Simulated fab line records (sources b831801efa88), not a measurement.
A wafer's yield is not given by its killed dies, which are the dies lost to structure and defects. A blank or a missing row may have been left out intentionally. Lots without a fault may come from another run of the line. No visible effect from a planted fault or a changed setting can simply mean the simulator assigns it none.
Commonality check across tools    flow sky130    12 lots and 36 wafers in the sample

== WHY THIS WAS OPENED ==
At SKY_SD_N_CD_MEAS_07 the reading cd-nm is flagged on 4 of 12 lots. Fault-free wafers read 380.6 nm, with a standard deviation of 2.4.
Rule: a lot is flagged in two cases, either no wafer of it has a number, or all its wafers with numbers fall more than 4 standard deviations from that mean. As for the other lots, they are considered sound.

lot   measured      on         cd-nm (nm), wafer by wafer  flag
L366  day 27 04:10  cd-sem-02  380.9 378.5 383.6           
L367  day 27 18:49  cd-sem-02  377.4 378.3 378.6           
L371  day 29 19:45  cd-sem-01  380.4 380.9 383.3           
L375  day 31 06:08  cd-sem-01  381.9 377.2 379.7           
L377  day 31 07:37  cd-sem-02  378.6 379.1 380.5           
L378  day 31 17:52  cd-sem-01  378.6 377.9 380.0           
L379  day 32 03:21  cd-sem-01  380.0 381.6 378.4           
L382  day 33 16:40  cd-sem-02  380.3 380.2 380.5           
L383  day 33 16:56  cd-sem-02  362.8 366.2 363.2           FLAGGED
L381  day 33 18:01  cd-sem-01  367.6 367.6 368.8           FLAGGED
L384  day 33 19:52  cd-sem-01  369.3 369.2 369.4           FLAGGED
L385  day 34 04:16  cd-sem-02  368.7 368.9 366.9           FLAGGED
Average over the flagged lots: 367.4 nm; offset from the usual -13.2 nm, equal to -6 standard deviations.

== EACH LOT AND THE TOOL IT RAN ON ==
2 process steps preceding the reading are held in the record, out of 708 steps in the route. Cell contents, in order: the tool; ch with the chambers the sampled wafers went through; the start.
lot   flag     SKY_POLY_CUT_ETCH_10                SKY_SD_N_EXPOSE_04
L366           rie-diel-03 ch 1,3, day 23 12:01    iline-stepper-01 ch 0, day 26 14:23
L367           rie-diel-03 ch 1,2, day 24 04:04    iline-stepper-02 ch 0, day 27 04:52
L371           rie-diel-04 ch 1,2,3, day 26 07:44  iline-stepper-01 ch 0, day 29 06:03
L375           rie-diel-04 ch 0,2,3, day 27 20:50  iline-stepper-01 ch 0, day 30 16:22
L377           rie-diel-02 ch 0,1,3, day 27 22:07  iline-stepper-01 ch 0, day 30 17:49
L378           rie-diel-02 ch 1,2,3, day 28 09:16  iline-stepper-02 ch 0, day 31 05:11
L379           rie-diel-03 ch 0,2, day 28 17:32    iline-stepper-01 ch 0, day 31 13:59
L382           rie-diel-03 ch 0,2,3, day 30 08:04  iline-stepper-02 ch 0, day 33 03:48
L383  FLAGGED  rie-diel-04 ch 0,2,3, day 30 08:25  iline-stepper-01 ch 0, day 33 04:22
L381  FLAGGED  rie-diel-02 ch 1,2, day 30 08:28    iline-stepper-01 ch 0, day 33 04:50
L384  FLAGGED  rie-diel-03 ch 0,3, day 30 13:01    iline-stepper-01 ch 0, day 33 07:11
L385  FLAGGED  rie-diel-04 ch 1,2, day 30 19:19    iline-stepper-01 ch 0, day 33 15:02
What the steps here do:
- SKY_POLY_CUT_ETCH_10: etches BARC in N2/H2, stops on SiO2, time 45.9 s, target depth 60 nm.
- SKY_SD_N_EXPOSE_04: exposes mask NSDM, target cd 380 nm.
- SKY_SD_N_CD_MEAS_07: target cd 380 nm.

== FLAGGED OVER TOTAL, TOOL BY TOOL (the gauges that took the reading come last) ==
step                  tool              lots run  flagged  share of the flagged lots  sound lots run after its first flagged lot
SKY_POLY_CUT_ETCH_10  rie-diel-02       3         1        some                       0
SKY_POLY_CUT_ETCH_10  rie-diel-03       5         1        some                       0
SKY_POLY_CUT_ETCH_10  rie-diel-04       4         2        some                       0
SKY_SD_N_EXPOSE_04    iline-stepper-01  9         4        all                        0
SKY_SD_N_EXPOSE_04    iline-stepper-02  3         0        none                       -
SKY_SD_N_CD_MEAS_07   cd-sem-01         6         2        some                       0
SKY_SD_N_CD_MEAS_07   cd-sem-02         6         2        some                       0

== WHAT THE TABLE ALLOWS ==
1 row of the table ran every flagged lot: iline-stepper-01 at SKY_SD_N_EXPOSE_04.
- iline-stepper-01 at SKY_SD_N_EXPOSE_04 ran 9 lots, 4 of them flagged. Its last sound lot is L379 (day 31 13:59), its first flagged lot L383 (day 33 04:22): a fault that began between those two fits. Its own readings lie more than 4 standard deviations out on every wafer of the flagged lots: exposure-dose-mJ-cm2.
Just one tool remains: iline-stepper-01 at SKY_SD_N_EXPOSE_04.

== WHAT WAS PUT IN BY THE SIMULATOR ==
Drift in process parameters on iline-stepper-01 at SKY_SD_N_EXPOSE_04, starting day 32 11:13. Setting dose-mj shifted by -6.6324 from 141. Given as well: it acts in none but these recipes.
Shown lots that were struck: L383, L381, L384, L385. The rule above found the same.
